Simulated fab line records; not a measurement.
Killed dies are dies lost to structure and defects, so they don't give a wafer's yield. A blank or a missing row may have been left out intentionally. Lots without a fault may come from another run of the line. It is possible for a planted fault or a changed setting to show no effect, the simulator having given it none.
Which of the tools did it? + flow sky130 + Sampling: 12 lots, 36 wafers, 2 of 708 route steps

WHAT THE GAUGES READ, wafer by wafer
SKY_NWELL_THK_MEAS_02.
| lot  | measured    | on            | NWELL_OXIDATION_THK (nm) |
|------|-------------|---------------|--------------------------|
| L512 | day 2 14:38 | film-metro-03 | 9.96 9.96 9.88           |
| L514 | day 3 01:06 | film-metro-04 | 9.78 9.89 9.76           |
| L518 | day 3 18:29 | film-metro-04 | 9.97 10.07 10.05         |
| L519 | day 3 22:17 | film-metro-01 | 9.90 9.80 9.97           |
| L520 | day 4 02:51 | film-metro-01 | 10.10 10.32 10.28        |
| L522 | day 4 18:31 | film-metro-04 | 10.15 10.20 10.14        |
| L524 | day 5 02:49 | film-metro-04 | 9.75 9.86 9.98           |
| L527 | day 5 17:49 | film-metro-04 | 10.10 10.18 10.27        |
| L529 | day 6 05:34 | film-metro-04 | 9.90 9.85 9.88           |
| L532 | day 6 19:54 | film-metro-04 | 9.90 10.03 9.89          |
| L533 | day 7 02:08 | film-metro-04 | 9.87 9.93 9.88           |
| L534 | day 7 07:20 | film-metro-01 | 9.85 9.99 10.04          |

SKY_VT_ADJUST_NCORE_OVL_MEAS_08.
| lot  | measured     | on         | VT_ADJUST_NCORE_OVL (nm) |
|------|--------------|------------|--------------------------|
| L512 | day 8 15:04  | overlay-02 | -0.2 -1.1 0.0            |
| L514 | day 9 04:44  | overlay-02 | -0.3 -0.1 -0.5           |
| L518 | day 10 02:35 | overlay-01 | 1.4 0.8 2.8              |
| L519 | day 10 11:01 | overlay-01 | -2.1 -2.1 -3.4           |
| L520 | day 10 17:05 | overlay-01 | -0.7 0.0 0.3             |
| L522 | day 11 16:16 | overlay-02 | -1.3 -2.4 -3.5           |
| L524 | day 12 04:01 | overlay-01 | 1.4 2.1 -0.2             |
| L527 | day 12 23:49 | overlay-02 | -1.1 -2.1 -0.6           |
| L529 | day 13 15:25 | overlay-01 | 0.6 0.0 -1.1             |
| L532 | day 14 10:28 | overlay-02 | -2.0 0.4 -0.6            |
| L533 | day 14 21:44 | overlay-02 | -0.2 0.9 -1.5            |
| L534 | day 15 02:39 | overlay-01 | 2.4 1.4 0.0              |

EACH LOT AND THE TOOL THAT RAN IT (in order: tool; ch and the chambers of the sampled wafers; start)
Before these readings, the record contains no process step.

WHAT THE TOOLS THEMSELVES READ (means of the sampled wafers that have a number; where no wafer has one, the mark that the record gives instead)
The record holds no such reading with a usual standard deviation.

THE ANSWER, worked out from the rows above alone
Rule: the usual values come from the lots themselves. The widest of any qualifying gaps counts: lots, ordered by their means at a reading, are off when they make up no more than a third of the lots, leave a main group of 4 or more, and stand apart from it by 3 or more times the standard deviation of that group's means. A main group whose means are all the same, to the digits that the tables above print for the reading, isn't used. Also off: a lot with no number at a reading for which 4 or more lots have one. The other lots that the step has rows for count as sound. The gauges are gone through in route order, then the tools' own readings, and for those a lot's mean is taken as printed above. The first step at which some lot is off is used, and at that step the reading that is off furthest; a lot without a number counts as furthest.
No lot is off on any of the readings shown, so nothing can be concluded from this.

WHAT THE SIMULATOR PUT IN
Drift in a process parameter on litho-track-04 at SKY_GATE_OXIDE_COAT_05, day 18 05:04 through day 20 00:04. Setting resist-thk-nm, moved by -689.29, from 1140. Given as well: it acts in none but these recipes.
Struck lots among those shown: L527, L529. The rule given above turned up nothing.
